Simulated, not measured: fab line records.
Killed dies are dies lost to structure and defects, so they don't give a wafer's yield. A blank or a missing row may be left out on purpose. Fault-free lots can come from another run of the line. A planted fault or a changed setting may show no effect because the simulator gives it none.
Which tool is to blame? / flow gf180mcu / 42 wafers from 14 lots sampled at 2 of the route's 602 steps

WHAT THE GAUGES SHOWED, per wafer
GF_V1_CD_MEAS_14 targets a cd of 260 nm. Usual: cd nm at 260.4 nm, with a standard deviation of 1.4.
lot=L368; measured=day 18 04:26; on=cd sem-01; cd nm (nm)=259.1 258.5 259.5; flag=
lot=L369; measured=day 18 14:50; on=cd sem-01; cd nm (nm)=261.7 261.5 260.3; flag=
lot=L370; measured=day 18 19:05; on=cd sem-01; cd nm (nm)=261.7 261.1 260.8; flag=
lot=L371; measured=day 19 06:25; on=cd sem-01; cd nm (nm)=262.1 260.7 262.3; flag=
lot=L372; measured=day 19 22:08; on=cd sem-02; cd nm (nm)=262.9 263.1 262.3; flag=
lot=L375; measured=day 21 01:56; on=cd sem-02; cd nm (nm)=260.9 262.1 260.3; flag=
lot=L376; measured=day 21 10:20; on=cd sem-02; cd nm (nm)=260.0 259.7 260.3; flag=
lot=L378; measured=day 22 01:52; on=cd sem-01; cd nm (nm)=260.6 261.1 261.1; flag=
lot=L381; measured=day 22 20:06; on=cd sem-01; cd nm (nm)=261.2 262.5 262.5; flag=
lot=L389; measured=day 25 14:59; on=cd sem-01; cd nm (nm)=258.2 257.2 259.6; flag=
lot=L390; measured=day 25 20:53; on=cd sem-02; cd nm (nm)=259.8 260.2 261.1; flag=
lot=L391; measured=day 26 05:35; on=cd sem-01; cd nm (nm)=259.2 259.6 258.7; flag=

WHICH TOOL RAN EACH LOT (tool, then ch and the chambers of the sampled wafers, then the start)
lot=L368; GF_STI_PEB_10=litho track-03 ch 0, day 2 01:22
lot=L369; GF_STI_PEB_10=litho track-02 ch 0, day 2 06:36
lot=L370; GF_STI_PEB_10=litho track-04 ch 0, day 2 10:29
lot=L371; GF_STI_PEB_10=litho track-02 ch 0, day 2 16:09
lot=L372; GF_STI_PEB_10=litho track-04 ch 0, day 2 22:22
lot=L375; GF_STI_PEB_10=litho track-02 ch 0, day 3 14:14
lot=L376; GF_STI_PEB_10=litho track-02 ch 0, day 3 20:25
lot=L378; GF_STI_PEB_10=litho track-04 ch 0, day 4 05:20
lot=L379; GF_STI_PEB_10=litho track-03, day 4 09:37
lot=L380; GF_STI_PEB_10=litho track-04, day 4 15:11
lot=L381; GF_STI_PEB_10=litho track-04 ch 0, day 4 20:53
lot=L389; GF_STI_PEB_10=litho track-04 ch 0, day 6 12:59
lot=L390; GF_STI_PEB_10=litho track-03 ch 0, day 6 18:37
lot=L391; GF_STI_PEB_10=litho track-03 ch 0, day 6 23:46
- GF_STI_PEB_10: peb time 90 s.

AS READ BY THE TOOLS THEMSELVES (means over the sampled wafers that have a number; for cases with no such wafer, the mark the record gives instead)
GF_STI_PEB_10. Usual: chill plate temp C 22.97 C, standard deviation 0.11; exhaust pa 45.1 Pa, standard deviation 0.95.
lot=L368; tool=litho track-03; chill plate temp C (C)=22.99; exhaust pa (Pa)=46.0; flag=
lot=L369; tool=litho track-02; chill plate temp C (C)=23.07; exhaust pa (Pa)=44.6; flag=
lot=L370; tool=litho track-04; chill plate temp C (C)=22.87; exhaust pa (Pa)=45.1; flag=
lot=L371; tool=litho track-02; chill plate temp C (C)=23.07; exhaust pa (Pa)=45.8; flag=
lot=L372; tool=litho track-04; chill plate temp C (C)=23.04; exhaust pa (Pa)=46.0; flag=
lot=L375; tool=litho track-02; chill plate temp C (C)=23.08; exhaust pa (Pa)=45.0; flag=
lot=L376; tool=litho track-02; chill plate temp C (C)=22.99; exhaust pa (Pa)=46.2; flag=
lot=L378; tool=litho track-04; chill plate temp C (C)=22.94; exhaust pa (Pa)=44.7; flag=
lot=L379; tool=litho track-03; chill plate temp C (C)=-; exhaust pa (Pa)=-; flag=OFF
lot=L380; tool=litho track-04; chill plate temp C (C)=-; exhaust pa (Pa)=-; flag=OFF
lot=L381; tool=litho track-04; chill plate temp C (C)=22.82; exhaust pa (Pa)=45.2; flag=
lot=L389; tool=litho track-04; chill plate temp C (C)=22.95; exhaust pa (Pa)=44.6; flag=
lot=L390; tool=litho track-03; chill plate temp C (C)=22.98; exhaust pa (Pa)=45.5; flag=
lot=L391; tool=litho track-03; chill plate temp C (C)=22.90; exhaust pa (Pa)=45.0; flag=

THE ANSWER, worked out from the rows above alone
Rule: a lot is off if the mean of its wafers that have a number lies more than 3 standard deviations from the usual mean. Also off: a lot with no number at a reading for which 4 or more lots have one. The other lots that the step has rows for count as sound. First the gauges in route order, then the tools' own readings, where a lot's mean is used as printed above. At the first step where some lot is off, the reading lying furthest off is the one used; lots without a number count as furthest.
Off, at GF_STI_PEB_10 on chill plate temp C: L379, L380. Without a number there: L379, L380.
If a tool, at that step or one of the process steps before it, ran each lot that is off and ran no sound lot following the first of them, it fits. None of those tried fits.

WHAT THE SIMULATOR HAD INSERTED
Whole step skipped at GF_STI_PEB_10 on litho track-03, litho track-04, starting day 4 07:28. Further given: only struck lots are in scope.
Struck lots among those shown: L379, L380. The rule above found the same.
